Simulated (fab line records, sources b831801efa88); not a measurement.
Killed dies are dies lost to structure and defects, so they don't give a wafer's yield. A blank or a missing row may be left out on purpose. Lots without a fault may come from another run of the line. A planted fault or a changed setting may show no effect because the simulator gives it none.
Which tool did it? | flow gf180mcu | 12 lots, 36 wafers sampled, at 4 steps of a route of 602

WHAT THE GAUGES READ, wafer by wafer
GF_V1_BOW_MEAS_05. Usual: V1_BOW 83 um, standard deviation 7.4.
lot  | measured     | on            | V1_BOW (um) | flag
L110 | day 17 06:40 | film_metro-03 | 81 79 76    |
L111 | day 17 19:44 | film_metro-02 | 86 89 84    |
L113 | day 18 09:10 | film_metro-04 | 89 81 84    |
L115 | day 19 00:50 | film_metro-04 | 95 82 83    |
L116 | day 19 17:36 | film_metro-03 | 80 81 103   |
L118 | day 20 18:53 | film_metro-03 | 78 83 62    |
L119 | day 21 02:46 | film_metro-02 | 103 94 91   |
L126 | day 23 09:27 | film_metro-02 | 80 84 81    |
L129 | day 24 09:19 | film_metro-02 | 79 76 90    |
L131 | day 25 01:51 | film_metro-03 | 78 80 91    |
L132 | day 25 08:26 | film_metro-04 | 85 88 87    |
L133 | day 25 13:56 | film_metro-04 | 84 74 85    |

GF_V1_CD_MEAS_14: target cd 260 nm. Usual: cd_nm 260.2 nm, standard deviation 1.4.
lot  | measured     | on        | cd_nm (nm)        | flag
L110 | day 18 06:17 | cd_sem-01 | 258.6 257.8 258.6 |
L111 | day 18 19:40 | cd_sem-02 | 262.7 261.2 262.1 |
L113 | day 19 09:23 | cd_sem-02 | 260.2 260.8 259.6 |
L115 | day 20 01:21 | cd_sem-01 | 261.9 262.3 260.4 |
L116 | day 20 18:23 | cd_sem-02 | 263.2 262.4 261.8 |
L118 | day 21 18:15 | cd_sem-02 | 262.3 262.3 261.1 |
L119 | day 22 02:33 | cd_sem-02 | 258.5 259.5 258.4 |
L126 | day 24 08:21 | cd_sem-02 | 240.1 240.7 241.4 | OFF
L129 | day 25 05:53 | cd_sem-02 | 242.2 244.1 243.9 | OFF
L131 | day 25 23:24 | cd_sem-01 | 261.3 260.6 259.1 |
L132 | day 26 06:25 | cd_sem-01 | 262.6 262.6 263.2 |
L133 | day 26 11:30 | cd_sem-01 | 258.9 260.2 259.9 |

WHICH TOOL RAN EACH LOT (tool, then ch and the chambers of the sampled wafers, then the start)
lot  | GF_M1_SPUTTER_04             | GF_V1_SOFTBAKE_10
L110 | pvd_sputter-02, day 16 06:12 | litho_track-01 ch 0, day 17 18:00
L111 | pvd_sputter-01, day 16 19:31 | litho_track-03 ch 0, day 18 07:00
L113 | pvd_sputter-02, day 17 07:43 | litho_track-01 ch 0, day 18 21:00
L115 | pvd_sputter-02, day 18 00:04 | litho_track-03 ch 0, day 19 12:00
L116 | pvd_sputter-01, day 18 16:01 | litho_track-03 ch 0, day 20 06:00
L118 | pvd_sputter-01, day 19 16:28 | litho_track-02 ch 0, day 21 06:00
L119 | pvd_sputter-03, day 20 00:50 | litho_track-01 ch 0, day 21 14:00
L126 | pvd_sputter-01, day 22 08:26 | litho_track-03 ch 0, day 23 20:00
L129 | pvd_sputter-02, day 23 09:25 | litho_track-03 ch 0, day 24 19:00
L131 | pvd_sputter-03, day 23 23:44 | litho_track-02 ch 0, day 25 11:00
L132 | pvd_sputter-01, day 24 11:49 | litho_track-02 ch 0, day 25 20:00
L133 | pvd_sputter-02, day 24 15:13 | litho_track-02 ch 0, day 26 01:00
- GF_M1_SPUTTER_04: material TiN, target thk 50 nm, time 41.7 s.
- GF_V1_SOFTBAKE_10: time 60 s.

WHAT THE TOOLS THEMSELVES READ (means of the sampled wafers that have a number; where no wafer has one, the mark that the record gives instead)
GF_M1_SPUTTER_04. Usual: cathode_dc_power_W 6499.8 W, standard deviation 1.3; throttle_valve_pct 29.9 %, standard deviation 1.1.
lot  | tool           | cathode_dc_power_W (W) | throttle_valve_pct (%) | flag
L110 | pvd_sputter-02 | 6499.5                 | 30.7                   |
L111 | pvd_sputter-01 | 6500.8                 | 29.8                   |
L113 | pvd_sputter-02 | 6499.5                 | 31.3                   |
L115 | pvd_sputter-02 | 6498.9                 | 29.2                   |
L116 | pvd_sputter-01 | 6499.7                 | 29.7                   |
L118 | pvd_sputter-01 | 6498.6                 | 28.1                   |
L119 | pvd_sputter-03 | 6500.5                 | 29.8                   |
L126 | pvd_sputter-01 | 6500.8                 | 29.0                   |
L129 | pvd_sputter-02 | 6500.5                 | 31.0                   |
L131 | pvd_sputter-03 | 6499.9                 | 30.1                   |
L132 | pvd_sputter-01 | 6500.5                 | 29.5                   |
L133 | pvd_sputter-02 | 6498.8                 | 31.0                   |

GF_V1_SOFTBAKE_10. Usual: heater_power_total_W 93.04 W, standard deviation 0.052; run_length_s 89.11 s, standard deviation 0.21.
lot  | tool           | heater_power_total_W (W) | run_length_s (s) | flag
L110 | litho_track-01 | 93.02                    | 88.76            |
L111 | litho_track-03 | 93.04                    | 89.25            |
L113 | litho_track-01 | 93.07                    | 88.87            |
L115 | litho_track-03 | 93.04                    | 89.38            |
L116 | litho_track-03 | 93.03                    | 89.20            |
L118 | litho_track-02 | 93.08                    | 89.11            |
L119 | litho_track-01 | 93.03                    | 88.90            |
L126 | litho_track-03 | 129.79                   | 49.73            | OFF
L129 | litho_track-03 | 129.87                   | 49.78            | OFF
L131 | litho_track-02 | 93.05                    | 89.24            |
L132 | litho_track-02 | 93.02                    | 89.09            |
L133 | litho_track-02 | 93.05                    | 89.21            |

THE ANSWER, worked out from the rows above alone
Rule: a lot is off if the mean of its wafers that have a number lies more than 3 standard deviations from the usual mean. A lot without any number at a reading at which 4 lots or more have one is off too. The other lots that the step has rows for count as sound. The gauges are gone through in route order, then the tools' own readings, and for those a lot's mean is taken as printed above. The first step at which some lot is off is used, and at that step the reading that is off furthest; a lot without a number counts as furthest.
Off: L126, L129, at GF_V1_CD_MEAS_14 (cd_nm).
A tool fits if, at a process step before that reading, it ran every lot that is off, and no sound lot after the first of them. The gauges at GF_V1_CD_MEAS_14 aren't tried: what is off there is off at GF_V1_SOFTBAKE_10 too, on other tools, and a gauge's error can't cause that. One fits: litho_track-03 at GF_V1_SOFTBAKE_10. Its last sound lot is L116 (day 20 06:00), its first lot that is off L126 (day 23 20:00): a fault that began between those two fits.
The tool's own readings at GF_V1_SOFTBAKE_10 bear it out: on the lots that are off they differ by more than 5 times the standard deviation of the sound lots' means. heater_power_total_W reads 129.83 W there against 93.04 W on the sound lots; run_length_s reads 49.75 s there against 89.10 s on the sound lots.

WHAT THE SIMULATOR HAD PUT IN
Process parameter drift: litho_track-03, from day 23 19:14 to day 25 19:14, at GF_V1_SOFTBAKE_10. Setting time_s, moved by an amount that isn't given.
Lots struck among those shown: L126, L129. The rule above found the same.
